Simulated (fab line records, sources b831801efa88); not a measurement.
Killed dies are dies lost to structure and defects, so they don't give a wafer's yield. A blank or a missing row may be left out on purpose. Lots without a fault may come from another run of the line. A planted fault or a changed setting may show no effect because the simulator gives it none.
fab line records | flow sky130
record lots=11 wafers=33 last_day=50
route steps=708 shown POLY_GATE@204 SD_N@354 RES_XHIGH@360 CONTACT@429
lots that met no fault: from a run of the same line without faults
start_h: hours from the record's first day to the start of the lot's first wafer shown | wait_h: hours since the lot's step before | " the same as in the row above | L1.1+2: a row that stands for several wafers | - no value, or no start given | * or withheld: withheld | < > ~ a bound
route shown NAME@n: a module of which the file shows steps, and the number in the route of the first | usual: mean/standard deviation of fault-free wafers | same: alike in all rows | chamber/n: place in a boat | sites: the reading at each site | _std_site: their standard deviation | _edge_site: outer sites' mean less inner sites' | radius_mm: how far each site lies from the wafer's centre | mask NAME#n: copy n | behind: the tool/chamber that last shaped the wafer | hold: why the lot was held/for how many hours/how that ended | device: the transistor (n, p or np) that didn't switch | end of line: the same wafers' tests at the end of the route | a step without rows: its recipe alone | killed: dies lost to structure and defects at the first sort, not the wafer's yield | map: a wafer's dies, x killed, . not, _ none there
set.NAME: the setting as run; set.NAME@STEP: as run at that earlier step | model.NAME: the simulator's own value behind a step, which no gauge read
steps of the route over a sample of lots; a table a step, a row a wafer
services: from which hour (start_h, from the record's first day; less than 0 if before it) a tool's chamber was out of use, for how many hours, and why
## steps
# step SKY_POLY_GATE_CVD_00
# recipe material=poly-Si target_thk_nm=180 temp_c=620 time_s=720 pressure_mtorr=200
# usual spike_tc_centre_C=620.2/1.1 spike_tc_upper_C=619.7/1.1 zone_power_centre_pct=9.4/0.4 zone_power_lower_pct=9.19/0.28 zone_power_upper_pct=9.07/0.088
# columns lot.wafer tool chamber start_h wait_h spike_tc_centre_C spike_tc_upper_C zone_power_centre_pct zone_power_lower_pct zone_power_upper_pct
L543.2 lpcvd-01 1 304.59 1.0 620.6 620.9 8.7 9.51 9.12
L543.3 " 1 " " 619.4 622.0 8.8 9.61 9.08
L543.6 " 1 " " 621.1 621.0 9.0 9.55 9.10
L544.1 lpcvd-01 1 318.34 0.0 621.6 619.8 8.7 9.54 9.07
L544.3 " 1 " " 621.7 621.9 8.9 9.49 9.20
L544.6 " 1 " " 621.4 620.5 9.0 9.58 9.14
L545.4 lpcvd-01 0 330.72 0.0 620.1 618.8 9.7 9.02 9.00
L545.5 " 0 " " 619.7 620.8 9.6 8.90 9.14
L545.6 " 0 " " 619.5 620.2 9.7 9.01 8.98
L546.1 lpcvd-01 1 338.94 0.0 622.1 620.5 8.9 9.44 8.97
L546.4 " 1 " " 620.6 619.5 8.9 9.55 9.19
L546.5 " 1 " " 623.2 619.0 8.8 9.48 9.10
L547.3 lpcvd-01 0 343.70 0.0 619.0 620.1 9.7 9.02 9.12
L547.4 " 0 " " 619.0 619.6 9.7 8.94 8.95
L547.6 " 0 " " 618.5 621.1 9.5 8.97 9.14
L554.3 lpcvd-01 1 407.23 0.0 593.3 625.0 4.4 11.96 11.50
L554.4 " 1 " " 593.4 622.9 4.4 11.97 11.46
L554.5 " 1 " " 592.1 624.6 4.4 12.10 11.48
L555.1 lpcvd-01 1 416.97 0.0 594.2 625.2 4.4 12.10 11.46
L555.2 " 1 " " 593.1 624.0 4.4 12.08 11.76
L555.4 " 1 " " 593.5 626.2 4.3 12.15 11.48
L563.3 lpcvd-01 1 485.33 0.0 621.4 620.8 8.8 9.61 9.08
L563.4 " 1 " " 621.5 621.0 8.7 9.64 8.96
L563.6 " 1 " " 622.0 620.4 8.8 9.61 9.05
L564.2 lpcvd-01 0 493.78 0.0 620.6 620.0 9.6 9.03 9.29
L564.3 " 0 " " 620.2 619.0 9.6 9.00 9.12
L564.5 " 0 " " 619.4 620.3 9.6 8.89 9.05
L565.2 lpcvd-01 0 496.35 0.0 620.3 618.4 9.6 8.96 8.93
L565.3 " 0 " " 620.3 618.8 9.8 9.03 9.04
L565.5 " 0 " " 618.3 621.2 9.5 8.92 8.77
L566.2 lpcvd-01 0 507.59 2.1 618.3 620.4 9.7 9.14 9.03
L566.3 " 0 " " 618.9 619.5 9.7 8.97 9.02
L566.4 " 0 " " 619.7 617.2 9.6 8.95 9.15
# step SKY_POLY_GATE_THK_MEAS_01
# recipe reads=poly-Si_of_POLY_GATE_CVD_00
# usual POLY_GATE_CVD_00_THK=180.1/1.4
# columns lot.wafer tool chamber start_h wait_h POLY_GATE_CVD_00_THK[nm]
L543.2 film_metro-04 - 305.80 0.0 180.4
L543.3 " - " " 180.4
L543.6 " - " " 179.6
L544.1 film_metro-02 - 319.54 0.0 178.8
L544.3 " - " " 178.4
L544.6 " - " " 177.6
L545.4 film_metro-01 - 331.95 0.0 178.9
L545.5 " - " " 180.6
L545.6 " - " " 178.7
L546.1 film_metro-01 - 340.16 0.0 179.3
L546.4 " - " " 181.4
L546.5 " - " " 181.2
L547.3 film_metro-01 - 344.92 0.0 178.1
L547.4 " - " " 178.7
L547.6 " - " " 178.3
L554.3 film_metro-02 - 409.05 0.0 163.3
L554.4 " - " " 168.1
L554.5 " - " " 171.4
L555.1 film_metro-02 - 418.17 0.0 169.6
L555.2 " - " " 167.6
L555.4 " - " " 157.8
L563.3 film_metro-04 - 486.55 0.0 181.0
L563.4 " - " " 182.0
L563.6 " - " " 182.6
L564.2 film_metro-04 - 494.99 0.0 179.2
L564.3 " - " " 178.5
L564.5 " - " " 178.3
L565.2 film_metro-02 - 497.56 0.0 182.2
L565.3 " - " " 182.3
L565.5 " - " " 180.8
L566.2 film_metro-01 - 508.80 0.0 178.1
L566.3 " - " " 181.6
L566.4 " - " " 181.1
# step SKY_POLY_GATE_ETCH_17
# recipe target_depth_nm=180 stop_on=SiO2 over_etch_frac=0.56667 chemistry=HBr/Cl2 target=poly-Si icp_w=400 bias_w=100 pressure_mtorr=10 HBr_flow_sccm=150 Cl2_flow_sccm=50 time_s=70.5
# usual drypump_motor_current_A=5.9/0.31 oes_product_au=0.986/0.0059 throttle_valve_pct=33.685/0.0088
# columns lot.wafer tool chamber start_h wait_h drypump_motor_current_A oes_product_au rf_hours_counter_h throttle_valve_pct
L543.2 rie_si-01 0 361.33 0.0 5.8 0.993 82 33.688
L543.3 " 1 " " 6.4 0.993 1 33.683
L543.6 " 0 " " 5.8 0.983 - 33.678
L544.1 rie_si-01 0 375.51 0.0 5.8 0.974 82 33.686
L544.3 " 1 " " 6.4 0.981 1 33.675
L544.6 " 3 " " 6.1 0.972 - 33.693
L545.4 rie_si-01 3 391.40 0.1 6.1 0.978 - 33.700
L545.5 " 2 " " 6.2 0.983 - 33.674
L545.6 " 1 " " 6.4 0.982 - 33.676
L546.1 rie_si-02 0 399.56 0.0 5.3 0.980 6 33.684
L546.4 " 3 " " 5.7 0.984 6 33.675
L546.5 " 2 " " 6.0 0.989 - 33.678
L547.3 rie_si-01 1 404.22 0.0 6.3 0.977 1 33.679
L547.4 " 2 " " 6.2 0.983 1 33.677
L547.6 " 1 " " 6.3 0.990 - 33.690
L554.3 rie_si-01 2 474.32 0.0 6.2 0.930 1 33.665
L554.4 " 0 " " 5.8 0.949 - 33.668
L554.5 " 1 " " 6.4 0.965 - 33.692
L555.1 rie_si-02 1 482.68 0.0 5.8 0.945 4 33.683
L555.2 " 0 " " 5.3 0.948 7 33.679
L555.4 " 2 " " 6.0 0.910 43 33.698
L563.3 rie_si-02 2 548.67 0.0 5.9 0.987 43 33.675
L563.4 " 3 " " 5.7 0.991 7 33.684
L563.6 " 2 " " 5.9 0.989 - 33.702
L564.2 rie_si-01 1 556.91 0.0 6.4 0.986 2 33.670
L564.3 " 3 " " 6.1 0.990 6 33.689
L564.5 " 0 " " 5.8 0.977 - 33.697
L565.2 rie_si-02 3 558.36 0.0 5.7 0.991 7 33.682
L565.3 " 1 " " 5.9 0.981 4 33.683
L565.5 " 1 " " 5.8 0.986 - 33.686
L566.2 rie_si-01 0 569.78 0.0 5.8 0.978 1 33.687
L566.3 " 1 " " 6.4 0.992 2 33.694
L566.4 " 2 " " 6.2 0.996 1 33.673
# step SKY_SD_N_TW_MEAS_12
# usual SD_N_TW=4013/23
# columns lot.wafer tool chamber start_h wait_h SD_N_TW
L543.2 film_metro-04 - 639.74 0.1 4032
L543.3 " - " " 3995
L543.6 " - " " 4011
L544.1 film_metro-02 - 652.08 0.1 4028
L544.3 " - " " 4029
L544.6 " - " " 4017
L545.4 film_metro-02 - 674.56 0.1 4019
L545.5 " - " " 3993
L545.6 " - " " 4025
L546.1 film_metro-02 - 677.32 0.1 4010
L546.4 " - " " 4037
L546.5 " - " " 4017
L547.3 film_metro-04 - 681.16 0.1 4023
L547.4 " - " " 4027
L547.6 " - " " 4044
L554.3 film_metro-01 - 740.70 0.1 3967
L554.4 " - " " 3958
L554.5 " - " " 3968
L555.1 film_metro-02 - 748.19 0.1 4005
L555.2 " - " " 3981
L555.4 " - " " 3994
L563.3 film_metro-02 - 808.24 0.1 4019
L563.4 " - " " 4009
L563.6 " - " " 4012
L564.2 film_metro-04 - 818.14 0.1 4047
L564.3 " - " " 4054
L564.5 " - " " 4020
L565.2 film_metro-04 - 818.78 0.1 4039
L565.3 " - " " 4036
L565.5 " - " " 4023
L566.2 film_metro-01 - 830.45 0.1 4027
L566.3 " - " " 4013
L566.4 " - " " 4024
# step SKY_SD_N_RS_MEAS_18
# recipe thk_meas_gauge=four-point-probe
# usual RES_XHIGH_RS=332.8/1.1
# columns lot.wafer tool chamber start_h wait_h RES_XHIGH_RS[ohm/sq]
L543.2 film_metro-02 - 640.28 0.1 331.3
L543.3 " - " " 330.8
L543.6 " - " " 330.1
L544.1 film_metro-02 - 652.60 0.1 333.4
L544.3 " - " " 332.9
L544.6 " - " " 332.3
L545.4 film_metro-04 - 675.11 0.1 332.6
L545.5 " - " " 332.8
L545.6 " - " " 333.1
L546.1 film_metro-04 - 677.84 0.1 333.3
L546.4 " - " " 334.0
L546.5 " - " " 334.6
L547.3 film_metro-01 - 681.70 0.1 333.2
L547.4 " - " " 333.1
L547.6 " - " " 333.5
L554.3 film_metro-04 - 741.24 0.1 333.4
L554.4 " - " " 333.9
L554.5 " - " " 333.0
L555.1 film_metro-04 - 748.71 0.1 333.1
L555.2 " - " " 332.9
L555.4 " - " " 333.2
L563.3 film_metro-01 - 808.78 0.1 333.7
L563.4 " - " " 332.9
L563.6 " - " " 333.3
L564.2 film_metro-02 - 818.67 0.1 333.1
L564.3 " - " " 331.9
L564.5 " - " " 332.5
L565.2 film_metro-02 - 819.32 0.1 330.7
L565.3 " - " " 331.7
L565.5 " - " " 332.5
L566.2 film_metro-02 - 830.98 0.1 331.6
L566.3 " - " " 332.7
L566.4 " - " " 332.1
# step SKY_CONTACT_SPUTTER_23
# recipe material=TiN target_thk_nm=20 chamber_pressure_pa=5 power_w=4000 time_s=80
# usual throttle_valve_pct=30.6/1.3
# columns lot.wafer tool chamber start_h wait_h throttle_valve_pct
L543.2 pvd_sputter-04 - 728.75 0.0 32.3
L543.3 " - " " 31.5
L543.6 " - " " 31.3
L544.1 pvd_sputter-04 - 741.28 0.0 31.5
L544.3 " - " " 31.4
L544.6 " - " " 32.6
L545.4 pvd_sputter-02 - 762.25 0.0 28.1
L545.5 " - " " 30.3
L545.6 " - " " 28.0
L546.1 pvd_sputter-03 - 765.35 0.0 30.4
L546.4 " - " " 30.5
L546.5 " - " " 30.2
L547.3 pvd_sputter-04 - 769.80 0.0 31.4
L547.4 " - " " 32.3
L547.6 " - " " 31.6
L554.3 pvd_sputter-04 - 827.28 0.0 31.5
L554.4 " - " " 31.0
L554.5 " - " " 31.7
L555.1 pvd_sputter-02 - 835.22 0.0 28.1
L555.2 " - " " 30.4
L555.4 " - " " 29.4
L563.3 pvd_sputter-03 - 892.74 0.0 29.3
L563.4 " - " " 30.9
L563.6 " - " " 31.5
L564.2 pvd_sputter-04 - 901.46 0.0 31.5
L564.3 " - " " 31.3
L564.5 " - " " 31.2
L565.2 pvd_sputter-04 - 902.98 0.0 31.4
L565.3 " - " " 30.8
L565.5 " - " " 31.6
L566.2 pvd_sputter-02 - 912.59 0.0 28.8
L566.3 " - " " 30.1
L566.4 " - " " 28.1
## services
# columns tool chamber start_h hours kind
lpcvd-01 - 302.05 2.5 repair
pvd_sputter-04 - 306.27 6.1 repair
rie_si-01 2 331.86 13.1 repair
rie_si-01 0 334.75 11.6 repair
rie_si-02 3 370.08 10.4 repair
pvd_sputter-04 - 410.04 3.6 repair
rie_si-01 3 441.09 33.3 repair
rie_si-02 2 456.65 1.9 repair
pvd_sputter-04 - 469.95 1.4 repair
lpcvd-01 - 504.97 2.6 repair
lpcvd-01 - 518.91 0.5 repair
rie_si-01 - 540.55 2.8 pm
lpcvd-01 - 563.36 1.4 repair
rie_si-01 0 572.48 136.1 repair
lpcvd-01 - 613.82 2.8 pm
lpcvd-01 - 628.52 1.8 repair
rie_si-01 1 671.63 1.6 repair
pvd_sputter-04 - 698.60 2.2 repair
pvd_sputter-04 - 754.30 3.5 repair
pvd_sputter-04 - 819.28 1.4 repair
pvd_sputter-04 - 833.20 7.6 repair
rie_si-01 - 855.98 0.1 repair
rie_si-01 1 871.41 9.8 repair
pvd_sputter-04 - 892.02 9.0 repair
## key
first_sign step=SKY_POLY_GATE_CVD_00 reading=zone_power_upper_pct direction=up sigmas=28 usual=9.07 struck=11.52
effect step=SKY_POLY_GATE_CVD_00 reading=spike_tc_centre_C direction=down sigmas=24 usual=620.2 struck=593.3
effect step=SKY_POLY_GATE_THK_MEAS_01 reading=POLY_GATE_CVD_00_THK direction=down sigmas=9.8 usual=180.1 struck=166.3
effect step=SKY_POLY_GATE_ETCH_17 reading=oes_product_au direction=down sigmas=7.6 usual=0.986 struck=0.941
met_at SKY_POLY_GATE_CVD_00
struck_lots L554,L555
struck_wafers L554.3,L554.4,L554.5,L555.1,L555.2,L555.4
tester_left_out L554,L555
not_acting_at SKY_SD_N_TW_MEAS_12,SKY_SD_N_RS_MEAS_18,SKY_CONTACT_SPUTTER_23
onset_between 338.94 407.23
fault kind=process_parameter_drift tool=lpcvd-01 chamber=1 onset_h=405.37 steps=SKY_POLY_GATE_CVD_00 channel=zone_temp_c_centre offset=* shape=step end_h=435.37
# tester_left_out: of these lots the tester's yield and bins aren't shown, on N5 and GAA mostly nor the transistor test; their killed dies are dies lost to structure and defects alone, not to doping, threshold or leakage, so they don't give the yield
